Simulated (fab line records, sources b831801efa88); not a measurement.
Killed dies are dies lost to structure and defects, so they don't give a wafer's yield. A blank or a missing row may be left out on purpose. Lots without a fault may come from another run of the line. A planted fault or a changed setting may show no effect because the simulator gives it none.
fab line records | flow sky130
record lots=6 wafers=18 last_day=51
route steps=708 shown LDD_P@257 LDD_HVN@267 LDD_HVP@278 LDD_LDN@289 RES_XHIGH@341 PAD_OPEN@708
lots that met no fault: from a run of the same line without faults
start_h: hours from the record's first day to the start of the lot's first wafer shown | wait_h: hours since the lot's step before | " the same as in the row above | L1.1+2: a row that stands for several wafers | - no value, or no start given | * or withheld: withheld | < > ~ a bound
route shown NAME@n: a module of which the file shows steps, and the number in the route of the first | usual: mean/standard deviation of fault-free wafers | same: alike in all rows | chamber/n: place in a boat | sites: the reading at each site | _std_site: their standard deviation | _edge_site: outer sites' mean less inner sites' | radius_mm: how far each site lies from the wafer's centre | mask NAME#n: copy n | behind: the tool/chamber that last shaped the wafer | hold: why the lot was held/for how many hours/how that ended | device: the transistor (n, p or np) that didn't switch | end of line: the same wafers' tests at the end of the route | a step without rows: its recipe alone | killed: dies lost to structure and defects at the first sort, not the wafer's yield | map: a wafer's dies, x killed, . not, _ none there
set.NAME: the setting as run; set.NAME@STEP: as run at that earlier step | model.NAME: the simulator's own value behind a step, which no gauge read
lots at some steps of the route; a table a step, a row a wafer
services: from which hour (start_h, from the record's first day; less than 0 if before it) a tool's chamber was out of use, for how many hours, and why
## steps
# step SKY_LDD_P_COAT_02
# recipe resist=NOVOLAK spin_rpm=3000 resist_thk_nm=1140
# step SKY_LDD_P_SOFTBAKE_03
# recipe temp_c=90 time_s=60 resist=NOVOLAK
# step SKY_LDD_P_EXPOSE_04
# recipe mask_id=PSDM na=0.6 source_shape=conventional sigma_outer=0.6 polarization=unpolarized target_cd_nm=380 dose_mj=138
# step SKY_LDD_P_PEB_05
# recipe temp_c=withheld time_s=* resist=NOVOLAK
# step SKY_LDD_P_DEVELOP_06
# recipe resist=NOVOLAK developer=TMAH develop_time_s=60 dev_temp_c=23
# step SKY_LDD_P_CD_MEAS_07
# recipe target_cd_nm=380
# usual cd_nm=379.3/2.6
# columns lot.wafer tool chamber start_h wait_h cd_nm
L368.1 cd_sem-01 - 465.19 0.1 381.4
L368.4 " - " " 381.5
L368.6 " - " " 381.8
L371.3 cd_sem-01 - 480.68 0.1 381.0
L371.5 " - " " 378.1
L371.6 " - " " 380.4
L373.1 cd_sem-02 - 499.04 0.1 374.8
L373.2 " - " " 377.4
L373.4 " - " " 376.5
L375.1 cd_sem-01 - 515.44 0.1 382.5
L375.3 " - " " 379.9
L375.4 " - " " 378.1
L386.1 cd_sem-02 - 607.29 0.1 380.2
L386.2 " - " " 380.5
L386.6 " - " " 381.2
L388.2 cd_sem-01 - 659.60 0.1 379.1
L388.4 " - " " 381.6
L388.5 " - " " 379.4
# step SKY_LDD_P_OVL_MEAS_08
# usual LDD_P_OVL=-0.3/1.2
# columns lot.wafer tool chamber start_h wait_h LDD_P_OVL[nm]
L368.1 overlay-02 - 465.31 0.1 1.1
L368.4 " - " " -2.1
L368.6 " - " " -0.7
L371.3 overlay-01 - 480.77 0.1 0.5
L371.5 " - " " -0.6
L371.6 " - " " -1.8
L373.1 overlay-02 - 499.16 0.1 -1.8
L373.2 " - " " -0.1
L373.4 " - " " 1.4
L375.1 overlay-01 - 515.56 0.1 -0.8
L375.3 " - " " 0.8
L375.4 " - " " -0.5
L386.1 overlay-02 - 607.41 0.1 -0.3
L386.2 " - " " -0.6
L386.6 " - " " 0.2
L388.2 overlay-02 - 659.71 0.1 0.2
L388.4 " - " " -1.6
L388.5 " - " " 0.8
# step SKY_LDD_P_IMPLANT_09
# recipe species=BF2 energy_kev=25 dose_cm2=1e+13 tilt_deg=withheld
# step SKY_LDD_P_STRIP_10
# recipe chemistry=O2/N2 power_w=1400 pressure_mtorr=1500 platen_temp_c=withheld o2_flow_sccm=3000 n2_flow_sccm=300 overash_fraction=0.5
# usual chamber_pressure_mTorr=1500.0/1.4 drypump_motor_current_A=6.0/0.41 oes_product_au=0.716/0.0045 strip_time_to_endpoint_s=14.15/0.044
# columns lot.wafer tool chamber start_h wait_h chamber_pressure_mTorr drypump_motor_current_A oes_product_au rf_hours_counter_h strip_time_to_endpoint_s
L368.1 plasma_asher-04 1 465.49 0.1 1499.7 5.8 0.717 64 14.12
L368.4 " 0 " " 1502.3 6.4 0.717 - 14.13
L368.6 " 0 " " 1498.1 6.4 0.713 - 14.14
L371.3 plasma_asher-04 0 480.98 0.1 1500.8 6.4 0.722 - 14.15
L371.5 " 0 " " 1499.2 6.4 0.712 - 14.18
L371.6 " 1 " " 1498.7 5.8 0.725 - 14.19
L373.1 plasma_asher-03 1 499.34 0.1 1499.3 5.5 0.711 79 14.18
L373.2 " 0 " " 1499.5 6.6 0.720 79 14.16
L373.4 " 1 " " 1501.7 5.5 0.719 - 14.18
L375.1 plasma_asher-01 0 515.74 0.1 1500.7 5.8 0.726 7 14.14
L375.3 " 0 " " 1499.8 5.8 0.710 - 14.13
L375.4 " 1 " " 1498.3 6.0 0.710 - 14.16
L386.1 plasma_asher-04 0 607.59 0.1 1500.2 6.4 0.726 79 14.13
L386.2 " 1 " " 1500.0 5.8 0.716 79 14.15
L386.6 " 0 " " 1498.4 6.4 0.719 - 14.13
L388.2 plasma_asher-04 1 659.89 0.1 1498.3 5.8 0.719 84 14.17
L388.4 " 1 " " 1501.0 5.7 0.717 - 14.19
L388.5 " 0 " " 1500.6 6.4 0.713 - 14.16
# step SKY_LDD_P_TW_MEAS_11
# usual LDD_P_TW=631/8.1
# columns lot.wafer tool chamber start_h wait_h LDD_P_TW
L368.1 film_metro-01 - 465.59 0.1 630
L368.4 " - " " 630
L368.6 " - " " 628
L371.3 film_metro-02 - 481.06 0.1 649
L371.5 " - " " 647
L371.6 " - " " 646
L373.1 film_metro-03 - 499.44 0.1 626
L373.2 " - " " 623
L373.4 " - " " 623
L375.1 film_metro-01 - 515.84 0.1 632
L375.3 " - " " 628
L375.4 " - " " 626
L386.1 film_metro-02 - 607.69 0.1 643
L386.2 " - " " 645
L386.6 " - " " 642
L388.2 film_metro-02 - 660.00 0.1 640
L388.4 " - " " 639
L388.5 " - " " 645
# step SKY_LDD_HVN_DEHYDRATE_00
# recipe temp_c=200 time_s=60
# step SKY_LDD_HVN_HMDS_01
# recipe prime_time_s=60 prime_temp_c=120
# step SKY_LDD_HVN_COAT_02
# recipe resist=NOVOLAK spin_rpm=3000 resist_thk_nm=300
# usual chill_plate_temp_C=23.01/0.086
# columns lot.wafer tool chamber start_h wait_h chill_plate_temp_C model.NOVOLAK_of_LDD_HVN_COAT_02.thk_nm
L368.1 litho_track-04 0 480.04 0.1 23.12 298.1
L368.4 " 0 " " 23.06 298
L368.6 " 0 " " 22.93 298.3
L371.3 litho_track-02 0 496.54 0.1 23.06 300.1
L371.5 " 0 " " 23.23 299.9
L371.6 " 0 " " 23.07 300.1
L373.1 litho_track-04 0 514.14 0.1 22.95 111.3
L373.2 " 0 " " 22.93 111
L373.4 " 0 " " 22.81 110.9
L375.1 litho_track-04 0 531.29 0.1 23.03 111.2
L375.3 " 0 " " 23.07 111.2
L375.4 " 0 " " 22.93 111.5
L386.1 litho_track-02 0 623.04 0.1 22.99 300.3
L386.2 " 0 " " 22.99 301
L386.6 " 0 " " 22.92 301.5
L388.2 litho_track-02 0 673.61 0.1 23.03 299.7
L388.4 " 0 " " 23.01 299.3
L388.5 " 0 " " 23.16 300.6
# step SKY_LDD_HVN_SOFTBAKE_03
# recipe temp_c=90 time_s=60 resist=NOVOLAK
# step SKY_LDD_HVN_EXPOSE_04
# recipe mask_id=HVNTM na=0.6 source_shape=conventional sigma_outer=0.6 polarization=unpolarized target_cd_nm=700 dose_mj=127
# step SKY_LDD_HVN_PEB_05
# recipe temp_c=withheld time_s=* resist=NOVOLAK
# step SKY_LDD_HVN_DEVELOP_06
# recipe resist=NOVOLAK developer=TMAH develop_time_s=60 dev_temp_c=23
# usual chill_plate_temp_C=23.00/0.11
# columns lot.wafer tool chamber start_h wait_h chill_plate_temp_C model.NOVOLAK_of_LDD_HVN_COAT_02.thk_nm
L368.1 litho_track-04 0 495.79 0.1 22.80 297.7
L368.4 " 0 " " 22.93 297.6
L368.6 " 0 " " 23.01 297.9
L371.3 litho_track-03 0 511.87 0.1 23.08 299.7
L371.5 " 0 " " 23.11 299.5
L371.6 " 0 " " 22.79 299.7
L373.1 litho_track-04 0 530.49 0.1 23.04 110.9
L373.2 " 0 " " 22.93 110.6
L373.4 " 0 " " 22.87 110.5
L375.1 litho_track-02 0 546.19 0.1 23.32 110.8
L375.3 " 0 " " 23.17 110.8
L375.4 " 0 " " 22.96 111.1
L386.1 litho_track-04 0 637.04 0.1 22.99 299.8
L386.2 " 0 " " 23.10 300.6
L386.6 " 0 " " 22.97 301.1
L388.2 litho_track-02 0 687.51 0.1 23.15 299.3
L388.4 " 0 " " 23.13 298.9
L388.5 " 0 " " 23.11 300.2
# step SKY_LDD_HVN_OVL_MEAS_07
# usual LDD_HVN_OVL=-0.1/1.1
# columns lot.wafer tool chamber start_h wait_h LDD_HVN_OVL[nm]
L368.1 overlay-02 - 495.94 0.1 0.0
L368.4 " - " " -0.7
L368.6 " - " " -0.1
L371.3 overlay-01 - 511.98 0.1 -0.5
L371.5 " - " " 0.1
L371.6 " - " " 1.5
L373.1 overlay-02 - 530.64 0.1 -0.4
L373.2 " - " " 0.5
L373.4 " - " " 0.4
L375.1 overlay-01 - 546.34 0.1 1.8
L375.3 " - " " 0.8
L375.4 " - " " 0.9
L386.1 overlay-02 - 637.19 0.1 0.7
L386.2 " - " " 0.2
L386.6 " - " " 0.4
L388.2 overlay-01 - 687.64 0.1 -1.1
L388.4 " - " " -0.4
L388.5 " - " " -1.1
# step SKY_LDD_HVN_IMPLANT_08
# recipe species=P energy_kev=59.32 dose_cm2=3e+13 tilt_deg=40
# step SKY_LDD_HVN_STRIP_09
# recipe chemistry=O2/N2 power_w=1400 pressure_mtorr=1500 platen_temp_c=withheld o2_flow_sccm=3000 n2_flow_sccm=300 overash_fraction=0.5
# usual chamber_pressure_mTorr=1500.2/1.2 drypump_motor_current_A=6.0/0.42 oes_product_au=0.408/0.0044 strip_time_to_endpoint_s=4.138/0.014
# columns lot.wafer tool chamber start_h wait_h chamber_pressure_mTorr drypump_motor_current_A oes_product_au rf_hours_counter_h strip_time_to_endpoint_s
L368.1 plasma_asher-04 0 496.12 0.1 1499.6 6.4 0.405 67 4.112
L368.4 " 0 " " 1500.2 6.4 0.398 - 4.113
L368.6 " 0 " " 1500.8 6.4 0.404 - 4.104
L371.3 plasma_asher-04 1 512.19 0.1 1500.2 5.8 0.405 - 4.130
L371.5 " 0 " " 1499.7 6.4 0.410 - 4.102
L371.6 " 1 " " 1497.4 5.8 0.405 - 4.147
L373.1 plasma_asher-03 0 530.82 0.1 1499.5 6.6 0.311 82 1.594
L373.2 " 1 " " 1501.1 5.5 0.308 82 1.586
L373.4 " 1 " " 1498.5 5.5 0.307 - 1.595
L375.1 plasma_asher-04 1 546.52 0.1 1502.6 5.8 0.301 73 1.603
L375.3 " 1 " " 1499.3 5.8 0.301 - 1.615
L375.4 " 0 " " 1499.8 6.4 0.298 - 1.611
L386.1 plasma_asher-03 0 637.37 0.1 1501.3 6.6 0.410 91 4.160
L386.2 " 1 " " 1503.1 5.4 0.410 91 4.148
L386.6 " 0 " " 1499.1 6.6 0.403 - 4.138
L388.2 plasma_asher-03 1 687.82 0.1 1498.4 5.4 0.407 95 4.133
L388.4 " 0 " " 1502.2 6.5 0.408 - 4.129
L388.5 " 0 " " 1501.8 6.6 0.403 - 4.148
# step SKY_LDD_HVN_TW_MEAS_10
# usual LDD_HVN_TW=1428/19
# columns lot.wafer tool chamber start_h wait_h LDD_HVN_TW
L368.1 film_metro-03 - 496.22 0.1 1417
L368.4 " - " " 1408
L368.6 " - " " 1410
L371.3 film_metro-02 - 512.27 0.1 1447
L371.5 " - " " 1447
L371.6 " - " " 1440
L373.1 film_metro-02 - 530.92 0.1 1448
L373.2 " - " " 1455
L373.4 " - " " 1444
L375.1 film_metro-02 - 546.62 0.1 1461
L375.3 " - " " 1450
L375.4 " - " " 1447
L386.1 film_metro-04 - 637.47 0.1 1423
L386.2 " - " " 1427
L386.6 " - " " 1424
L388.2 film_metro-03 - 687.93 0.1 1417
L388.4 " - " " 1411
L388.5 " - " " 1416
# step SKY_LDD_HVP_DEHYDRATE_00
# recipe temp_c=200 time_s=60
# step SKY_LDD_HVP_HMDS_01
# recipe prime_time_s=60 prime_temp_c=120
# step SKY_LDD_HVP_COAT_02
# recipe resist=NOVOLAK spin_rpm=3000 resist_thk_nm=300
# step SKY_LDD_HVP_SOFTBAKE_03
# recipe temp_c=90 time_s=60 resist=NOVOLAK
# step SKY_LDD_HVP_EXPOSE_04
# recipe mask_id=HVPTM na=0.6 source_shape=conventional sigma_outer=0.6 polarization=unpolarized target_cd_nm=700 dose_mj=86
# step SKY_LDD_HVP_PEB_05
# recipe temp_c=withheld time_s=* resist=NOVOLAK
# step SKY_LDD_HVP_DEVELOP_06
# recipe resist=NOVOLAK developer=TMAH develop_time_s=60 dev_temp_c=23
# step SKY_LDD_HVP_OVL_MEAS_07
# usual LDD_HVP_OVL=-0.6/1.3
# columns lot.wafer tool chamber start_h wait_h LDD_HVP_OVL[nm]
L368.1 overlay-02 - 526.99 0.1 0.3
L368.4 " - " " -1.4
L368.6 " - " " -0.7
L371.3 overlay-01 - 542.98 0.1 0.0
L371.5 " - " " -0.7
L371.6 " - " " 1.2
L373.1 overlay-02 - 560.98 0.1 -1.0
L373.2 " - " " -3.5
L373.4 " - " " -1.0
L375.1 overlay-02 - 576.59 0.1 -1.6
L375.3 " - " " -1.1
L375.4 " - " " -1.0
L386.1 overlay-01 - 666.02 0.1 -0.7
L386.2 " - " " -0.6
L386.6 " - " " -0.9
L388.2 overlay-01 - 715.89 0.1 0.3
L388.4 " - " " 0.2
L388.5 " - " " -1.5
# step SKY_LDD_HVP_IMPLANT_08
# recipe species=B energy_kev=20 dose_cm2=1.7e+13 tilt_deg=17.9
# step SKY_LDD_HVP_STRIP_09
# recipe chemistry=O2/N2 power_w=1400 pressure_mtorr=1500 platen_temp_c=withheld o2_flow_sccm=3000 n2_flow_sccm=300 overash_fraction=0.5
# usual chamber_pressure_mTorr=1500.1/1.3 drypump_motor_current_A=6.0/0.41 oes_product_au=0.408/0.0043 strip_time_to_endpoint_s=4.128/0.015
# columns lot.wafer tool chamber start_h wait_h chamber_pressure_mTorr drypump_motor_current_A oes_product_au rf_hours_counter_h strip_time_to_endpoint_s
L368.1 plasma_asher-03 0 527.17 0.1 1498.5 6.5 0.397 81 4.127
L368.4 " 1 " " 1500.3 5.4 0.409 - 4.142
L368.6 " 1 " " 1502.7 5.4 0.412 - 4.144
L371.3 plasma_asher-02 1 543.19 0.1 1500.4 5.8 0.398 - 4.115
L371.5 " 1 " " 1499.6 5.8 0.407 - 4.128
L371.6 " 0 " " 1501.6 6.3 0.408 - 4.127
L373.1 plasma_asher-01 1 561.17 0.1 1500.1 6.0 0.407 12 4.144
L373.2 " 0 " " 1500.1 5.8 0.414 12 4.150
L373.4 " 1 " " 1498.7 6.0 0.403 - 4.162
L375.1 plasma_asher-01 1 576.77 0.1 1500.1 6.0 0.416 13 4.148
L375.3 " 1 " " 1500.7 6.0 0.410 - 4.121
L375.4 " 0 " " 1500.9 5.8 0.405 - 4.106
L386.1 plasma_asher-02 0 666.20 0.1 1497.8 6.3 0.413 55 4.144
L386.2 " 1 " " 1501.7 5.8 0.405 55 4.150
L386.6 " 1 " " 1501.1 5.8 0.404 - 4.129
L388.2 plasma_asher-03 0 716.07 0.1 1499.0 6.6 0.404 98 4.126
L388.4 " 0 " " 1500.8 6.6 0.416 - 4.153
L388.5 " 1 " " 1498.5 5.5 0.408 - 4.138
# step SKY_LDD_HVP_TW_MEAS_10
# usual LDD_HVP_TW=455/5.3
# columns lot.wafer tool chamber start_h wait_h LDD_HVP_TW
L368.1 film_metro-02 - 527.27 0.1 461
L368.4 " - " " 461
L368.6 " - " " 463
L371.3 film_metro-02 - 543.27 0.1 464
L371.5 " - " " 462
L371.6 " - " " 462
L373.1 film_metro-04 - 561.27 0.1 857
L373.2 " - " " 860
L373.4 " - " " 864
L375.1 film_metro-02 - 576.87 0.1 865
L375.3 " - " " 859
L375.4 " - " " 861
L386.1 film_metro-01 - 666.30 0.1 449
L386.2 " - " " 452
L386.6 " - " " 450
L388.2 film_metro-04 - 716.18 0.1 451
L388.4 " - " " 451
L388.5 " - " " 452
# step SKY_LDD_LDN_DEHYDRATE_00
# recipe temp_c=200 time_s=60
# step SKY_LDD_LDN_HMDS_01
# recipe prime_time_s=60 prime_temp_c=120
# step SKY_LDD_LDN_COAT_02
# recipe resist=NOVOLAK spin_rpm=3000 resist_thk_nm=1140
# step SKY_LDD_LDN_SOFTBAKE_03
# recipe temp_c=90 time_s=60 resist=NOVOLAK
# step SKY_LDD_LDN_EXPOSE_04
# recipe mask_id=LDNTM na=0.6 source_shape=conventional sigma_outer=0.6 polarization=unpolarized target_cd_nm=700 dose_mj=140
# step SKY_LDD_LDN_PEB_05
# recipe temp_c=withheld time_s=* resist=NOVOLAK
# step SKY_LDD_LDN_DEVELOP_06
# recipe resist=NOVOLAK developer=TMAH develop_time_s=60 dev_temp_c=23
# step SKY_LDD_LDN_OVL_MEAS_07
# usual LDD_LDN_OVL=-0.3/1.4
# columns lot.wafer tool chamber start_h wait_h LDD_LDN_OVL[nm]
L368.1 overlay-01 - 558.02 0.1 -1.0
L368.4 " - " " 0.9
L368.6 " - " " 0.0
L371.3 overlay-01 - 573.00 0.1 -0.8
L371.5 " - " " 1.0
L371.6 " - " " 0.3
L373.1 overlay-01 - 590.94 0.1 -0.1
L373.2 " - " " 0.4
L373.4 " - " " -0.2
L375.1 overlay-01 - 606.99 0.1 1.4
L375.3 " - " " -0.4
L375.4 " - " " 1.6
L386.1 overlay-01 - 694.38 0.1 0.4
L386.2 " - " " 0.8
L386.6 " - " " -0.2
L388.2 overlay-01 - 743.62 0.1 -1.5
L388.4 " - " " -2.4
L388.5 " - " " -1.4
# step SKY_LDD_LDN_IMPLANT_08
# recipe species=As energy_kev=15 dose_cm2=1.25e+13 tilt_deg=withheld rotation_deg=23
# step SKY_LDD_LDN_IMPLANT_09
# recipe species=As energy_kev=15 dose_cm2=1.25e+13 tilt_deg=withheld rotation_deg=113
# step SKY_LDD_LDN_TW_MEAS_13
# usual LDD_LDN_TW=1460/5.6
# columns lot.wafer tool chamber start_h wait_h LDD_LDN_TW
L368.1 film_metro-03 - 558.75 0.1 1458
L368.4 " - " " 1460
L368.6 " - " " 1464
L371.3 film_metro-03 - 573.74 0.1 1463
L371.5 " - " " 1463
L371.6 " - " " 1465
L373.1 film_metro-04 - 591.67 0.1 1534
L373.2 " - " " 1539
L373.4 " - " " 1530
L375.1 film_metro-04 - 607.72 0.1 1535
L375.3 " - " " 1537
L375.4 " - " " 1539
L386.1 film_metro-01 - 695.12 0.1 1457
L386.2 " - " " 1463
L386.6 " - " " 1460
L388.2 film_metro-04 - 744.36 0.1 1455
L388.4 " - " " 1459
L388.5 " - " " 1453
# step SKY_RES_XHIGH_TW_MEAS_09
# usual RES_XHIGH_TW=1633/20
# columns lot.wafer tool chamber start_h wait_h RES_XHIGH_TW
L368.1 film_metro-02 - 648.37 0.1 1657
L368.4 " - " " 1666
L368.6 " - " " 1670
L371.3 film_metro-03 - 664.36 0.1 1615
L371.5 " - " " 1618
L371.6 " - " " 1605
L373.1 film_metro-03 - 683.03 0.1 1696
L373.2 " - " " 1694
L373.4 " - " " 1696
L375.1 film_metro-03 - 696.19 0.1 1680
L375.3 " - " " 1685
L375.4 " - " " 1679
L386.1 film_metro-02 - 778.87 0.1 1651
L386.2 " - " " 1649
L386.6 " - " " 1644
L388.2 film_metro-04 - 826.98 0.1 1619
L388.4 " - " " 1634
L388.5 " - " " 1618
# step SKY_PAD_OPEN_PROBE_99
# usual killed_at_M0_to_M3=43/6.8 killed_at_M4_up=3.1/1.8 killed_at_contacts=25/5.8 killed_at_front_end=15/4.2 killed_at_other=0.3/0.5 killed_dies=87/9.7 killed_open=47/7.3 killed_short=39/6.6
# same gross_dies=492 killed_at_back_side=0
# columns lot.wafer tool chamber start_h wait_h killed_at_M0_to_M3 killed_at_M4_up killed_at_contacts killed_at_front_end killed_at_other killed_dies killed_open killed_short model.etest.tip_p.rs_ohm_sq model.etest.tip_p_5v.rs_ohm_sq model.etest.tip_sonos.rs_ohm_sq model.etest.pfet_01v8.r_on_ohm_um model.etest.tip_p.rs_ohm_sq_range model.etest.tip_p.rs_ohm_sq_rim_less_centre model.etest.sonos_uncharged.r_on_ohm_um model.etest.pfet_01v8.drive_ua_um
L368.1 prober-01 - 1098.24 0.1 36 2 26 16 0 80 50 30 6912 2863 2606 2946 186.2 -37.41 814 188.2
L368.4 prober-01 - 1098.39 0.2 42 3 21 15 1 82 40 42 6918 2868 2592 2936 120 -51.86 820.5 189.5
L368.6 prober-01 - 1098.49 0.2 48 0 25 14 1 88 47 41 6851 2869 2620 2907 195.8 38.02 816.7 190.8
L371.3 prober-01 - 1110.24 0.2 36 6 34 15 0 91 49 42 6822 2864 2712 2848 215 57.9 799.5 197
L371.5 prober-01 - 1110.34 0.2 30 2 36 14 1 83 52 31 6852 2852 2682 2817 232.6 101 818.2 198.8
L371.6 prober-01 - 1110.39 0.2 44 4 15 15 0 78 44 34 6809 2866 2698 2798 152.8 78.41 807.4 198.2
L373.1 prober-01 - 1120.05 0.1 42 3 33 18 0 96 50 46 1.517e+04 3530 2202 3208 320.7 254.2 796.5 168.6
L373.2 prober-01 - 1120.10 0.1 54 4 24 15 1 98 51 47 1.516e+04 3552 2208 3271 390.5 191.6 799.3 166.9
L373.4 prober-01 - 1120.20 0.2 37 2 23 16 0 78 42 36 1.535e+04 3563 2188 3276 337 165.5 811.6 166.2
L375.1 prober-02 - 1132.49 0.1 44 1 29 11 0 85 47 38 1.911e+04 3973 1993 3181 527.5 297.9 774.9 171.7
L375.3 prober-02 - 1132.59 0.2 44 1 22 12 0 79 44 35 1.936e+04 4000 1988 3082 523 201.6 774 177.5
L375.4 prober-02 - 1132.64 0.2 41 2 28 12 0 83 47 36 1.886e+04 3950 2021 3205 515.3 199 787.2 170.6
L386.1 prober-01 - 1188.04 0.1 38 2 24 13 0 77 41 36 6818 2853 2584 2803 129.9 -34.26 801.1 202.9
L386.2 prober-01 - 1188.09 0.1 46 4 31 16 0 97 57 40 6791 2865 2600 2854 233.5 60.07 805.5 198.6
L386.6 prober-01 - 1188.29 0.2 42 3 17 19 0 81 42 39 6857 2854 2590 2925 221 17.46 808.1 193.6
L388.2 prober-01 - 1214.54 0.1 47 7 20 17 1 92 47 45 6944 2874 2582 2914 205.3 -70.04 824.8 190.8
L388.4 prober-01 - 1214.64 0.2 47 1 28 15 0 91 46 45 6915 2889 2587 2884 229.1 126.2 829 192.1
L388.5 prober-01 - 1214.69 0.2 43 2 23 13 0 81 47 34 6928 2887 2607 2833 168.3 16.43 806.5 196.4
# killed by level:class
L368.1 VIA1:geometric_particle:open=12 LI_CONTACT:geometric_particle:open=10 CONTACT:geometric_particle:open=9 VIA3:geometric_particle:open=8 POLY_GATE:geometric_particle:short=4 VIA1:geometric_particle:short=4 METAL2:geometric_particle:short=4 FIELD_ISO:geometric_particle:open=3
L368.4 VIA3:geometric_particle:open=9 VIA1:geometric_particle:open=9 CONTACT:geometric_particle:short=8 VIA1:geometric_particle:short=7 CONTACT:geometric_particle:open=6 FIELD_ISO:geometric_particle:open=4 VIA2:geometric_particle:open=4 FIELD_ISO:geometric_particle:short=3
L368.6 VIA1:geometric_particle:open=13 METAL2:geometric_particle:short=10 CONTACT:geometric_particle:open=8 VIA1:geometric_particle:short=6 VIA2:geometric_particle:open=6 LI_CONTACT:geometric_particle:open=5 LOCAL_INTERCONNECT:geometric_particle:short=5 POLY_GATE:geometric_particle:open=4
L371.3 CONTACT:geometric_particle:open=13 LI_CONTACT:geometric_particle:open=9 VIA1:geometric_particle:open=7 VIA1:geometric_particle:short=6 CONTACT:geometric_particle:short=6 VIA2:geometric_particle:open=6 METAL2:geometric_particle:short=5 LI_CONTACT:geometric_particle:short=5
L371.5 CONTACT:geometric_particle:open=18 LI_CONTACT:geometric_particle:open=7 POLY_GATE:geometric_particle:open=6 CONTACT:geometric_particle:short=6 VIA2:geometric_particle:open=6 METAL3:geometric_particle:short=5 VIA1:geometric_particle:short=5 VIA3:geometric_particle:open=4
L371.6 VIA1:geometric_particle:open=14 VIA1:geometric_particle:short=7 CONTACT:geometric_particle:open=6 POLY_GATE:geometric_particle:short=5 METAL2:geometric_particle:short=5 VIA2:geometric_particle:open=5 VIA3:geometric_particle:open=5 FIELD_ISO:geometric_particle:open=4
L373.1 VIA2:geometric_particle:open=11 CONTACT:geometric_particle:short=8 CONTACT:geometric_particle:open=8 VIA1:geometric_particle:open=7 LI_CONTACT:geometric_particle:open=7 POLY_GATE:geometric_particle:open=5 LI_CONTACT:geometric_particle:short=5 METAL2:geometric_particle:short=5
L373.2 VIA1:geometric_particle:open=12 LI_CONTACT:geometric_particle:open=9 VIA1:geometric_particle:short=8 METAL2:geometric_particle:short=8 METAL1:geometric_particle:open=6 VIA3:geometric_particle:open=6 CONTACT:geometric_particle:open=5 POLY_GATE:geometric_particle:short=4
L373.4 VIA1:geometric_particle:open=9 CONTACT:geometric_particle:open=8 POLY_GATE:geometric_particle:open=5 LI_CONTACT:geometric_particle:open=5 VIA3:geometric_particle:open=5 VIA2:geometric_particle:short=4 POLY_GATE:geometric_particle:short=4 LOCAL_INTERCONNECT:geometric_particle:short=4
L375.1 CONTACT:geometric_particle:open=15 VIA1:geometric_particle:open=11 METAL2:geometric_particle:short=6 VIA2:geometric_particle:open=6 LI_CONTACT:geometric_particle:open=5 METAL1:geometric_particle:short=5 FIELD_ISO:geometric_particle:short=4 LI_CONTACT:geometric_particle:short=4
L375.3 CONTACT:geometric_particle:open=9 VIA1:geometric_particle:open=9 VIA3:geometric_particle:open=9 METAL2:geometric_particle:short=6 VIA2:geometric_particle:open=6 FIELD_ISO:geometric_particle:open=5 CONTACT:geometric_particle:short=5 LI_CONTACT:geometric_particle:short=4
L375.4 VIA1:geometric_particle:open=12 LI_CONTACT:geometric_particle:open=8 LI_CONTACT:geometric_particle:short=7 VIA2:geometric_particle:open=7 CONTACT:geometric_particle:open=6 VIA1:geometric_particle:short=6 METAL2:geometric_particle:short=5 VIA3:geometric_particle:open=4
L386.1 CONTACT:geometric_particle:open=11 FIELD_ISO:geometric_particle:open=7 VIA1:geometric_particle:open=6 VIA2:geometric_particle:open=6 VIA1:geometric_particle:short=5 LI_CONTACT:geometric_particle:short=4 LOCAL_INTERCONNECT:geometric_particle:short=4 METAL3:geometric_particle:short=4
L386.2 CONTACT:geometric_particle:open=15 VIA1:geometric_particle:open=11 VIA3:geometric_particle:open=9 LOCAL_INTERCONNECT:geometric_particle:short=7 FIELD_ISO:geometric_particle:short=6 FIELD_ISO:geometric_particle:open=5 LI_CONTACT:geometric_particle:open=5 VIA3:geometric_particle:short=5
L386.6 VIA1:geometric_particle:open=13 VIA2:geometric_particle:open=8 FIELD_ISO:geometric_particle:short=7 CONTACT:geometric_particle:short=6 CONTACT:geometric_particle:open=5 VIA1:geometric_particle:short=5 METAL2:geometric_particle:short=5 FIELD_ISO:geometric_particle:open=4
L388.2 VIA1:geometric_particle:open=14 CONTACT:geometric_particle:open=8 VIA1:geometric_particle:short=7 VIA3:geometric_particle:open=7 METAL4:geometric_particle:short=6 LI_CONTACT:geometric_particle:open=5 CONTACT:geometric_particle:short=5 VIA3:geometric_particle:short=5
L388.4 CONTACT:geometric_particle:open=8 LOCAL_INTERCONNECT:geometric_particle:short=8 VIA1:geometric_particle:open=8 VIA3:geometric_particle:open=7 VIA2:geometric_particle:open=6 FIELD_ISO:geometric_particle:open=5 CONTACT:geometric_particle:short=5 METAL2:geometric_particle:open=5
L388.5 VIA1:geometric_particle:open=11 CONTACT:geometric_particle:open=8 METAL2:geometric_particle:short=6 FIELD_ISO:geometric_particle:open=5 LI_CONTACT:geometric_particle:open=5 LOCAL_INTERCONNECT:geometric_particle:short=5 VIA2:geometric_particle:open=5 VIA1:geometric_particle:short=4
## services
# columns tool chamber start_h hours kind
plasma_asher-01 - 456.16 15.4 repair
plasma_asher-03 - 541.40 10.2 repair
plasma_asher-03 - 649.88 4.2 repair
plasma_asher-02 - 688.67 2.8 pm
## key
first_sign step=SKY_LDD_HVN_STRIP_09 reading=strip_time_to_endpoint_s direction=down sigmas=99+ usual=* struck=*
effect step=SKY_LDD_HVN_STRIP_09 reading=oes_product_au direction=down sigmas=24 usual=0.408 struck=0.304
effect step=SKY_LDD_HVP_TW_MEAS_10 reading=LDD_HVP_TW direction=up sigmas=76 usual=455 struck=861
effect step=SKY_LDD_LDN_TW_MEAS_13 reading=LDD_LDN_TW direction=up sigmas=14 usual=1460 struck=1536
effect step=SKY_RES_XHIGH_TW_MEAS_09 reading=RES_XHIGH_TW direction=up sigmas=2.8 usual=1633 struck=1688
model_effect step=SKY_LDD_HVN_COAT_02 value=NOVOLAK_of_LDD_HVN_COAT_02.thk_nm without=300.2 struck=111.2
model_effect step=SKY_LDD_HVN_DEVELOP_06 value=NOVOLAK_of_LDD_HVN_COAT_02.thk_nm without=299.8 struck=110.8
model_effect step=SKY_PAD_OPEN_PROBE_99 value=etest.tip_p.rs_ohm_sq without=6866 struck=1.717e+04
met_at SKY_LDD_HVN_COAT_02
struck_wafers L373.1,L373.2,L373.4,L375.1,L375.3,L375.4
tester_left_out L373,L375
onset_between 480.04 514.14
fault kind=process_parameter_drift tool=litho_track-04 chamber=- onset_h=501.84 steps=SKY_LDD_HVN_COAT_02 channel=resist_thk_nm offset=-188.91 shape=step end_h=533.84 acts_in=these_recipes_only stated=300
# tester_left_out: of these lots the tester's yield and bins aren't shown, on N5 and GAA mostly nor the transistor test; their killed dies are dies lost to structure and defects alone, not to doping, threshold or leakage, so they don't give the yield
